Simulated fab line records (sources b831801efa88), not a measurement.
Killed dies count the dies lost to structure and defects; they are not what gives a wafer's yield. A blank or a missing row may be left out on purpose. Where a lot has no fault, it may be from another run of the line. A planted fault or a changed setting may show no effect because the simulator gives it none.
What tool caused it? :: flow sky130 :: 12 lots, 36 wafers sampled, at 4 steps of a route of 708

## WHAT EACH GAUGE READ, for each wafer
SKY_SONOS_ONO_CD_MEAS_13: target cd 410 nm.
lot: L561
measured: day 13 03:02
on: cd_sem-01
cd_nm (nm): 411.8 410.4 412.0

lot: L562
measured: day 13 05:37
on: cd_sem-01
cd_nm (nm): 409.8 407.7 410.9

lot: L563
measured: day 13 15:42
on: cd_sem-02
cd_nm (nm): 405.8 405.9 407.3

lot: L564
measured: day 13 20:37
on: cd_sem-01
cd_nm (nm): 411.2 408.7 409.7

lot: L565
measured: day 14 11:31
on: cd_sem-02
cd_nm (nm): 414.7 413.7 415.0

lot: L566
measured: day 14 17:35
on: cd_sem-02
cd_nm (nm): 412.9 409.9 411.2

lot: L574
measured: day 17 09:34
on: cd_sem-02
cd_nm (nm): 408.5 407.5 408.2

lot: L575
measured: day 17 22:08
on: cd_sem-01
cd_nm (nm): 408.3 410.2 410.5

lot: L577
measured: day 18 16:31
on: cd_sem-01
cd_nm (nm): 411.4 411.5 410.7

lot: L580
measured: day 19 10:40
on: cd_sem-02
cd_nm (nm): 411.5 410.8 410.8

lot: L581
measured: day 19 20:56
on: cd_sem-02
cd_nm (nm): 409.2 409.4 408.1

lot: L583
measured: day 20 18:04
on: cd_sem-02
cd_nm (nm): 412.5 412.3 411.6

SKY_LDD_N_TW_MEAS_17.
lot: L561
measured: day 18 08:32
on: film_metro-01
LDD_N_TW: 2570 2582 2586

lot: L562
measured: day 18 08:39
on: film_metro-03
LDD_N_TW: 2520 2524 2515

lot: L563
measured: day 19 03:07
on: film_metro-03
LDD_N_TW: 2518 2518 2530

lot: L564
measured: day 19 03:15
on: film_metro-04
LDD_N_TW: 2593 2586 2579

lot: L565
measured: day 20 00:18
on: film_metro-04
LDD_N_TW: 2572 2567 2571

lot: L566
measured: day 20 06:19
on: film_metro-01
LDD_N_TW: 2548 2554 2551

lot: L574
measured: day 23 00:27
on: film_metro-03
LDD_N_TW: 2528 2541 2541

lot: L575
measured: day 23 12:39
on: film_metro-04
LDD_N_TW: 2550 2555 2549

lot: L577
measured: day 24 07:05
on: film_metro-04
LDD_N_TW: 2550 2541 2535

lot: L580
measured: day 25 00:00
on: film_metro-01
LDD_N_TW: 2577 2575 2584

lot: L581
measured: day 25 07:16
on: film_metro-03
LDD_N_TW: 2523 2535 2531

lot: L583
measured: day 26 07:15
on: film_metro-03
LDD_N_TW: 2518 2525 2524

SKY_LDD_P_TW_MEAS_11.
lot: L561
measured: day 19 15:21
on: film_metro-03
LDD_P_TW: 624 625 622

lot: L562
measured: day 19 15:19
on: film_metro-02
LDD_P_TW: 627 626 624

lot: L563
measured: day 20 10:38
on: film_metro-02
LDD_P_TW: 627 627 625

lot: L564
measured: day 20 10:55
on: film_metro-02
LDD_P_TW: 627 629 625

lot: L565
measured: day 21 08:07
on: film_metro-02
LDD_P_TW: 622 625 627

lot: L566
measured: day 21 13:05
on: film_metro-04
LDD_P_TW: 632 634 632

lot: L574
measured: day 24 06:34
on: film_metro-04
LDD_P_TW: 641 644 640 642 641 642

lot: L575
measured: day 24 17:59
on: film_metro-02
LDD_P_TW: 643 639 639 641 643 642

lot: L577
measured: day 25 13:13
on: film_metro-02
LDD_P_TW: 634 630 630

lot: L580
measured: day 26 06:01
on: film_metro-02
LDD_P_TW: 629 623 628

lot: L581
measured: day 26 12:44
on: film_metro-02
LDD_P_TW: 625 628 628

lot: L583
measured: day 27 12:01
on: film_metro-04
LDD_P_TW: 628 627 629

## WHAT TOOL EACH LOT RAN ON (gives the tool, then ch and the chambers of the sampled wafers, and finally the start)
lot: L561
SKY_LDD_P_IMPLANT_09: implanter-01 ch 0, day 19 15:09

lot: L562
SKY_LDD_P_IMPLANT_09: implanter-02 ch 0, day 19 15:04

lot: L563
SKY_LDD_P_IMPLANT_09: implanter-02 ch 0, day 20 10:25

lot: L564
SKY_LDD_P_IMPLANT_09: implanter-01 ch 0, day 20 10:40

lot: L565
SKY_LDD_P_IMPLANT_09: implanter-02 ch 0, day 21 07:52

lot: L566
SKY_LDD_P_IMPLANT_09: implanter-04 ch 0, day 21 12:52

lot: L574
SKY_LDD_P_IMPLANT_09: implanter-01 ch 0, day 24 06:19

lot: L575
SKY_LDD_P_IMPLANT_09: implanter-01 ch 0, day 24 17:45

lot: L577
SKY_LDD_P_IMPLANT_09: implanter-02 ch 0, day 25 12:58

lot: L580
SKY_LDD_P_IMPLANT_09: implanter-02 ch 0, day 26 05:46

lot: L581
SKY_LDD_P_IMPLANT_09: implanter-04 ch 0, day 26 12:30

lot: L583
SKY_LDD_P_IMPLANT_09: implanter-02 ch 0, day 27 11:46
- SKY_LDD_P_IMPLANT_09

## WHAT THE TOOLS THEMSELVES READ (means of the sampled wafers that have a number; where no wafer has one, the mark that the record gives instead)
SKY_LDD_P_IMPLANT_09.
lot: L561
tool: implanter-01
dose_ions_cm2: 9.982e+12
faraday_current_uA: 56.9

lot: L562
tool: implanter-02
dose_ions_cm2: 9.988e+12
faraday_current_uA: 56.2

lot: L563
tool: implanter-02
dose_ions_cm2: 9.989e+12
faraday_current_uA: 56.7

lot: L564
tool: implanter-01
dose_ions_cm2: 9.983e+12
faraday_current_uA: 56.4

lot: L565
tool: implanter-02
dose_ions_cm2: 1.000e+13
faraday_current_uA: 57.1

lot: L566
tool: implanter-04
dose_ions_cm2: 9.999e+12
faraday_current_uA: 56.2

lot: L574
tool: implanter-01
dose_ions_cm2: 1.064e+13
faraday_current_uA: 58.9

lot: L575
tool: implanter-01
dose_ions_cm2: 1.063e+13
faraday_current_uA: 61.0

lot: L577
tool: implanter-02
dose_ions_cm2: 9.997e+12
faraday_current_uA: 56.8

lot: L580
tool: implanter-02
dose_ions_cm2: 9.999e+12
faraday_current_uA: 57.2

lot: L581
tool: implanter-04
dose_ions_cm2: 1.001e+13
faraday_current_uA: 56.4

lot: L583
tool: implanter-02
dose_ions_cm2: 1.000e+13
faraday_current_uA: 56.0

## THE ANSWER, worked out from the rows above alone
Rule: the lots themselves supply what counts as usual. The widest of any qualifying gaps counts: lots, ordered by their means at a reading, are off when they make up no more than a third of the lots, leave a main group of 4 or more, and stand apart from it by 3 or more times the standard deviation of that group's means. A main group is skipped when, at the precision printed for the reading in the tables above, its means are all equal. Also off: a lot with no number at a reading for which 4 or more lots have one. All remaining lots with rows at the step are treated as sound. First the gauges in route order, then the tools' own readings, where a lot's mean is used as printed above. At the first step where some lot is off, the reading lying furthest off is the one used; lots without a number count as furthest.
Off: at SKY_LDD_P_TW_MEAS_11 (LDD_P_TW), L574, L575. Mean 627 and standard deviation 2.6 in the main group.
If a tool, at a process step before that reading, ran all the lots that are off and no sound lot after the first of them, it fits. Not tried: the gauges at SKY_LDD_P_TW_MEAS_11; whatever is off there is also off at SKY_LDD_P_IMPLANT_09, on other tools, and gauge error can't account for it. One candidate fits, namely implanter-01 at SKY_LDD_P_IMPLANT_09. A fault onset in the window from L564 (day 20 10:40, its last sound lot) to L574 (day 24 06:19, its first lot off) fits.
The tool's own readings at SKY_LDD_P_IMPLANT_09 bear it out: on the lots that are off they differ by more than 5 times the standard deviation of the sound lots' means. dose_ions_cm2 reads 1.064e+13 there against 9.995e+12 on the sound lots; faraday_current_uA reads 60.0 there against 56.6 on the sound lots.

## WHAT WAS PUT IN BY THE SIMULATOR
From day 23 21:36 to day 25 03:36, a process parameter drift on implanter-01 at SKY_LDD_P_IMPLANT_09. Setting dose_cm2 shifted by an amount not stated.
Struck lots among those shown: L574, L575. The rule above found the same.
